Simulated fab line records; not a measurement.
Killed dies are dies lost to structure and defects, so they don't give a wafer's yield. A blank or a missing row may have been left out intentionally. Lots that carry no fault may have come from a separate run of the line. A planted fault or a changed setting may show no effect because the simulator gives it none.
Matching of chambers / flow gf180mcu / GF_STI_ETCH_14 on rieSi-02 has 4 sister chambers
The step etches Si in HBr/Cl2/O2, target depth 360 nm, time 102.9 s. 4 wafers are shown with their chamber, then 11 later ones without.

== WAFERS WITH THEIR CHAMBER ==
wafer=L086.4; chamber=1; drypumpMotorCurrentA (A)=5.4
wafer=L088.2; chamber=3; drypumpMotorCurrentA (A)=5.3
wafer=L088.6; chamber=2; drypumpMotorCurrentA (A)=6.2
wafer=L093.2; chamber=0; drypumpMotorCurrentA (A)=6.5

== WAFERS WHOSE CHAMBER IS MISSING ==
wafer=L093.4; drypumpMotorCurrentA (A)=5.3
wafer=L093.6; drypumpMotorCurrentA (A)=5.3
wafer=L094.1; drypumpMotorCurrentA (A)=5.4
wafer=L094.5; drypumpMotorCurrentA (A)=5.3
wafer=L094.6; drypumpMotorCurrentA (A)=6.4
wafer=L095.1; drypumpMotorCurrentA (A)=5.4
wafer=L095.3; drypumpMotorCurrentA (A)=6.2
wafer=L095.4; drypumpMotorCurrentA (A)=5.3
wafer=L096.1; drypumpMotorCurrentA (A)=5.3
wafer=L096.5; drypumpMotorCurrentA (A)=5.4
wafer=L096.6; drypumpMotorCurrentA (A)=6.2

== EACH ONE'S CHAMBER ==
wafer=L093.4; from the rows above=3; in truth=3
wafer=L093.6; from the rows above=3; in truth=3
wafer=L094.1; from the rows above=1; in truth=1
wafer=L094.5; from the rows above=3; in truth=3
wafer=L094.6; from the rows above=0; in truth=0
wafer=L095.1; from the rows above=1; in truth=1
wafer=L095.3; from the rows above=2; in truth=2
wafer=L095.4; from the rows above=3; in truth=3
wafer=L096.1; from the rows above=3; in truth=3
wafer=L096.5; from the rows above=1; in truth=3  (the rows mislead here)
wafer=L096.6; from the rows above=2; in truth=2
Correct placement for 10 of the 11. From these rows, 0 cannot be placed. Number placed wrongly: 1.
How it was worked out, from the rows above alone: a wafer's distance from a chamber is the root of the sum, over the readings, of the square of ((its reading less the chamber's mean) divided by the reading's scatter). If the next closest chamber is less than 2 further off than the closest, the wafer can't be placed; otherwise it belongs to the closest. Each chamber's mean is taken over the wafers shown for it. The scatter: with one shown wafer a chamber, the root of the mean of the squares of how far each hidden wafer lies from its nearest shown one.
